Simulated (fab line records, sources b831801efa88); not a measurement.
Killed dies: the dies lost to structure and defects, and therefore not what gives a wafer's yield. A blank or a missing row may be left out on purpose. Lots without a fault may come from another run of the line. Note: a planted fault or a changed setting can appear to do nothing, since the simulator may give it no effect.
Which tool was responsible? / flow gf180mcu / 45 wafers from 15 lots sampled at 3 of the route's 602 steps

WHAT EACH GAUGE READ, for each wafer
GF_PSD_RS_MEAS_14: the measuring method here is four-point-probe.
lot=L785; measured=day 14 07:31; on=film-metro-01; NSD_RS (ohm/sq)=46.06 46.02 46.05
lot=L787; measured=day 14 22:34; on=film-metro-01; NSD_RS (ohm/sq)=46.16 46.08 46.09
lot=L786; measured=day 15 03:37; on=film-metro-01; NSD_RS (ohm/sq)=46.03 46.07 46.18
lot=L788; measured=day 15 10:30; on=film-metro-03; NSD_RS (ohm/sq)=46.16 46.08 46.24
lot=L789; measured=day 15 20:19; on=film-metro-03; NSD_RS (ohm/sq)=43.99 43.86 43.90
lot=L790; measured=day 15 23:59; on=film-metro-03; NSD_RS (ohm/sq)=46.01 46.03 45.99
lot=L791; measured=day 16 17:20; on=film-metro-01; NSD_RS (ohm/sq)=46.21 46.21 46.20
lot=L795; measured=day 18 01:54; on=film-metro-01; NSD_RS (ohm/sq)=44.12 44.16 44.14
lot=L796; measured=day 18 13:03; on=film-metro-03; NSD_RS (ohm/sq)=44.01 44.05 44.09
lot=L797; measured=day 18 15:36; on=film-metro-03; NSD_RS (ohm/sq)=46.21 46.06 46.15
lot=L800; measured=day 19 19:46; on=film-metro-01; NSD_RS (ohm/sq)=46.18 46.18 46.17
lot=L803; measured=day 20 15:41; on=film-metro-03; NSD_RS (ohm/sq)=46.12 46.11 46.13
lot=L804; measured=day 20 21:25; on=film-metro-03; NSD_RS (ohm/sq)=46.05 46.10 46.05
lot=L805; measured=day 21 13:02; on=film-metro-01; NSD_RS (ohm/sq)=46.32 46.24 46.28
lot=L806; measured=day 21 16:24; on=film-metro-04; NSD_RS (ohm/sq)=46.05 46.15 46.23

TOOL THAT RAN EACH LOT (tool first, then ch and the chambers of the sampled wafers, then the start)
lot=L785; GF_NSD_IMPLANT_09=implanter-02 ch 0, day 13 09:53; GF_NSD_STRIP_11=plasma-asher-03 ch 0,1, day 13 10:11
lot=L787; GF_NSD_IMPLANT_09=implanter-04 ch 0, day 14 00:29; GF_NSD_STRIP_11=plasma-asher-02 ch 0,1, day 14 00:47
lot=L786; GF_NSD_IMPLANT_09=implanter-04 ch 0, day 14 05:20; GF_NSD_STRIP_11=plasma-asher-02 ch 0,1, day 14 05:37
lot=L788; GF_NSD_IMPLANT_09=implanter-01 ch 0, day 14 12:36; GF_NSD_STRIP_11=plasma-asher-01 ch 0,1, day 14 12:54
lot=L789; GF_NSD_IMPLANT_09=implanter-01 ch 0, day 14 22:09; GF_NSD_STRIP_11=plasma-asher-01 ch 0,1, day 14 22:46
lot=L790; GF_NSD_IMPLANT_09=implanter-01 ch 0, day 15 01:54; GF_NSD_STRIP_11=plasma-asher-01 ch 0,1, day 15 02:11
lot=L791; GF_NSD_IMPLANT_09=implanter-04 ch 0, day 15 17:55; GF_NSD_STRIP_11=plasma-asher-01 ch 0,1, day 15 18:13
lot=L795; GF_NSD_IMPLANT_09=implanter-02 ch 0, day 17 01:58; GF_NSD_STRIP_11=plasma-asher-02 ch 0,1, day 17 02:32
lot=L796; GF_NSD_IMPLANT_09=implanter-04 ch 0, day 17 12:41; GF_NSD_STRIP_11=plasma-asher-01 ch 1, day 17 13:18
lot=L797; GF_NSD_IMPLANT_09=implanter-02 ch 0, day 17 15:00; GF_NSD_STRIP_11=plasma-asher-03 ch 0,1, day 17 15:17
lot=L800; GF_NSD_IMPLANT_09=implanter-02 ch 0, day 18 18:30; GF_NSD_STRIP_11=plasma-asher-01 ch 1, day 18 18:48
lot=L803; GF_NSD_IMPLANT_09=implanter-04 ch 0, day 19 14:20; GF_NSD_STRIP_11=plasma-asher-03 ch 0, day 19 14:37
lot=L804; GF_NSD_IMPLANT_09=implanter-04 ch 0, day 19 20:35; GF_NSD_STRIP_11=plasma-asher-03 ch 0,1, day 19 20:52
lot=L805; GF_NSD_IMPLANT_09=implanter-04 ch 0, day 20 11:56; GF_NSD_STRIP_11=plasma-asher-03 ch 0,1, day 20 12:13
lot=L806; GF_NSD_IMPLANT_09=implanter-01 ch 0, day 20 15:30; GF_NSD_STRIP_11=plasma-asher-01 ch 0,1, day 20 15:48
- GF_NSD_IMPLANT_09
- GF_NSD_STRIP_11: strips in O2/N2.

AS READ BY THE TOOLS THEMSELVES (means over the sampled wafers that have a number; for cases with no such wafer, the mark the record gives instead)
GF_NSD_STRIP_11.
lot=L785; tool=plasma-asher-03; drypump-motor-current-A (A)=5.7; heater-power-w (W)=382; oes-product-au (a.u.)=0.493; strip-time-to-endpoint-s (s)=23.05
lot=L787; tool=plasma-asher-02; drypump-motor-current-A (A)=5.5; heater-power-w (W)=319; oes-product-au (a.u.)=0.486; strip-time-to-endpoint-s (s)=22.98
lot=L786; tool=plasma-asher-02; drypump-motor-current-A (A)=5.5; heater-power-w (W)=310; oes-product-au (a.u.)=0.485; strip-time-to-endpoint-s (s)=23.01
lot=L788; tool=plasma-asher-01; drypump-motor-current-A (A)=6.0; heater-power-w (W)=372; oes-product-au (a.u.)=0.486; strip-time-to-endpoint-s (s)=23.03
lot=L789; tool=plasma-asher-01; drypump-motor-current-A (A)=6.1; heater-power-w (W)=376; oes-product-au (a.u.)=0.473; strip-time-to-endpoint-s (s)=24.16
lot=L790; tool=plasma-asher-01; drypump-motor-current-A (A)=6.1; heater-power-w (W)=375; oes-product-au (a.u.)=0.488; strip-time-to-endpoint-s (s)=23.00
lot=L791; tool=plasma-asher-01; drypump-motor-current-A (A)=6.2; heater-power-w (W)=395; oes-product-au (a.u.)=0.487; strip-time-to-endpoint-s (s)=23.00
lot=L795; tool=plasma-asher-02; drypump-motor-current-A (A)=5.5; heater-power-w (W)=317; oes-product-au (a.u.)=0.473; strip-time-to-endpoint-s (s)=24.16
lot=L796; tool=plasma-asher-01; drypump-motor-current-A (A)=5.9; heater-power-w (W)=347; oes-product-au (a.u.)=0.478; strip-time-to-endpoint-s (s)=24.17
lot=L797; tool=plasma-asher-03; drypump-motor-current-A (A)=5.6; heater-power-w (W)=383; oes-product-au (a.u.)=0.485; strip-time-to-endpoint-s (s)=23.02
lot=L800; tool=plasma-asher-01; drypump-motor-current-A (A)=5.9; heater-power-w (W)=350; oes-product-au (a.u.)=0.486; strip-time-to-endpoint-s (s)=22.98
lot=L803; tool=plasma-asher-03; drypump-motor-current-A (A)=5.5; heater-power-w (W)=383; oes-product-au (a.u.)=0.488; strip-time-to-endpoint-s (s)=22.96
lot=L804; tool=plasma-asher-03; drypump-motor-current-A (A)=5.6; heater-power-w (W)=376; oes-product-au (a.u.)=0.482; strip-time-to-endpoint-s (s)=23.07
lot=L805; tool=plasma-asher-03; drypump-motor-current-A (A)=5.6; heater-power-w (W)=382; oes-product-au (a.u.)=0.487; strip-time-to-endpoint-s (s)=22.99
lot=L806; tool=plasma-asher-01; drypump-motor-current-A (A)=6.2; heater-power-w (W)=397; oes-product-au (a.u.)=0.492; strip-time-to-endpoint-s (s)=23.09

THE ANSWER, worked out from the rows above alone
Rule: usual is defined by the lots themselves. The widest of any qualifying gaps counts: lots, ordered by their means at a reading, are off when they make up no more than a third of the lots, leave a main group of 4 or more, and stand apart from it by 3 or more times the standard deviation of that group's means. The tables above print the reading to a certain number of digits; a main group whose means all agree to those digits is not used. Also off: a lot with no number at a reading for which 4 or more lots have one. Where the step has rows for the other lots, those lots are counted as sound. First the gauges in route order, then the tools' own readings, where a lot's mean is used as printed above. At the first step where some lot is off, the reading lying furthest off is the one used; lots without a number count as furthest.
Off: L789, L795, L796, seen at GF_PSD_RS_MEAS_14 (NSD_RS). Main group: mean 46.13 ohm/sq, sd 0.07.
A tool fits if, at a process step before that reading, it ran every lot that is off, and no sound lot after the first of them. Not tried: the gauges at GF_PSD_RS_MEAS_14; whatever is off there is also off at GF_NSD_STRIP_11, on other tools, and gauge error can't account for it. Of those tried, none fits.

WHAT WAS PUT IN BY THE SIMULATOR
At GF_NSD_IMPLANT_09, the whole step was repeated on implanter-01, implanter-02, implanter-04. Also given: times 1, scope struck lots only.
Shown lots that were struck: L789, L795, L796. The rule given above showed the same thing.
